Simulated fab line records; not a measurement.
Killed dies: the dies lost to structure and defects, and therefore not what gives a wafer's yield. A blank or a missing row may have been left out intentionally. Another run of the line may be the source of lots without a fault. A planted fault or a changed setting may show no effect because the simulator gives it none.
Split-lot study | flow sfq line | 17 wafers read from 5 lots, route of 325 steps

== ON THE SPLIT ==
At SFQ_TRILAYER_L0_LITHO_COAT_010 (resist thk 62 nm), the setting resist thk nm was moved away from the recipe's 62 nm on 8 of the 17 wafers read, by -4.7% to +5.5%. All remaining wafers had this setting at the recipe value.

== FROM THE SPLIT TO THE READING: what the file shows between them, 4 steps ==
- SFQ_TRILAYER_L0_LITHO_COAT_005: resist thk 600 nm
- SFQ_TRILAYER_L0_LITHO_SOFTBAKE_009
- SFQ_TRILAYER_L0_LITHO_PEB_008: peb time 60 s
- SFQ_TRILAYER_L0_LITHO_DEVELOP_007: time 60 s

== THE READING ==
etch.depth nm (the simulator's own value, which no gauge read), in nm, at SFQ_TRILAYER_L0_BARC_OPEN_METAL_ETCH_010 (etches BARC in O2, target depth 125 nm, time 41.7 s). The file gives no usual value for it. Here, 9 wafers ran the recipe; their average is 61.91 nm with a standard deviation of 0.1 nm.

wafer  | tool, chamber at the split | resist thk nm as run, nm | against the recipe | etch.depth nm, nm | against lot-mates on the recipe
L074.1 | litho track-02, 0          | 59.66                    | -3.8%              | 59.8              | no lot-mate on the recipe
L074.3 | litho track-02, 0          | 59.66                    | -3.8%              | 59.75             | no lot-mate on the recipe
L075.1 | litho track-02, 0          | 59.09                    | -4.7%              | 59.05             | -2.86
L075.2 | litho track-02, 0          | 59.09                    | -4.7%              | 59.11             | -2.80
L075.3 | litho track-02, 0          | 59.09                    | -4.7%              | 59.32             | -2.59
L075.4 | litho track-02, 0          | 62                       | recipe             | 61.97             | -
L075.6 | litho track-02, 0          | 62                       | recipe             | 61.85             | -
L076.3 | litho track-04, 0          | 62                       | recipe             | 61.96             | -
L076.4 | litho track-04, 0          | 62                       | recipe             | 62.04             | -
L076.6 | litho track-04, 0          | 62                       | recipe             | 62.06             | -
L081.1 | litho track-02, 0          | 62                       | recipe             | 61.89             | -
L081.3 | litho track-02, 0          | 60.25                    | -2.8%              | 60.18             | -1.71
L084.1 | litho track-04, 0          | 65.44                    | +5.5%              | 65.33             | +3.54
L084.2 | litho track-04, 0          | 62                       | recipe             | 61.8              | -
L084.3 | litho track-04, 0          | 62                       | recipe             | 61.81             | -
L084.4 | litho track-04, 0          | 65.44                    | +5.5%              | 65.25             | +3.46
L084.5 | litho track-04, 0          | 62                       | recipe             | 61.77             | -

THE FIT
A straight line over all 17 wafers: etch.depth nm changes by +0.594 nm for each +1% of resist thk nm; r = +1.00; the points scatter about the line by 0.11 nm.
The same after taking each lot's own level away (the mean of its wafers on the recipe; 15 wafers): +0.609 nm for each +1%; r = +1.00; scatter 0.087 nm.
That fit puts the effect of the largest move of resist thk nm on the reading at 3.4 nm.
The span of the lots' own levels, 61.793 to 62.020 nm, comes to 2.3 times the standard deviation stated above.
The two slopes agree, so the slope changes little with the lot-to-lot level.
Check: +3.36 nm against its lot-mates is what the line predicts for one of the wafers moved furthest among these (+5.5%) when that wafer is left out of the fit. Against them it came out at +3.54 nm.

== OTHER SPLITS ON THESE WAFERS ==
Other splits were also applied to these wafers ahead of the reading. Each is held against what the fit with the lots' levels taken away leaves over:
other split on the same wafers                | wafers away from the commonest value | r with etch.depth nm (lot level and that fit taken away)
SFQ_TRILAYER_INCOMING_OXIDATION_002 ox time s | 12                                   | +0.30

== THE WHOLE CHAIN: every reading that the file lists as answering this split, in the file's order ==
step                                     | what it does                                        | reading                                                                                    | change (the file's fit)               | r (the file's)
SFQ_TRILAYER_L0_LITHO_COAT_010           | resist thk 62 nm                                    | BARC_of_TRILAYER_L0_LITHO_COAT_010.thk nm (the simulator's own value, which no gauge read) | +0.612 nm for each +1% of the setting | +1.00
SFQ_TRILAYER_L0_BARC_OPEN_METAL_ETCH_010 | etches BARC in O2, target depth 125 nm, time 41.7 s | etch.depth nm (the simulator's own value, which no gauge read)                             | +0.612 nm for each +1% of the setting | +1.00

== FILE'S OWN FIT ==
etch.depth nm changes by +0.612 nm for each +1% of resist thk nm, r = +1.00.
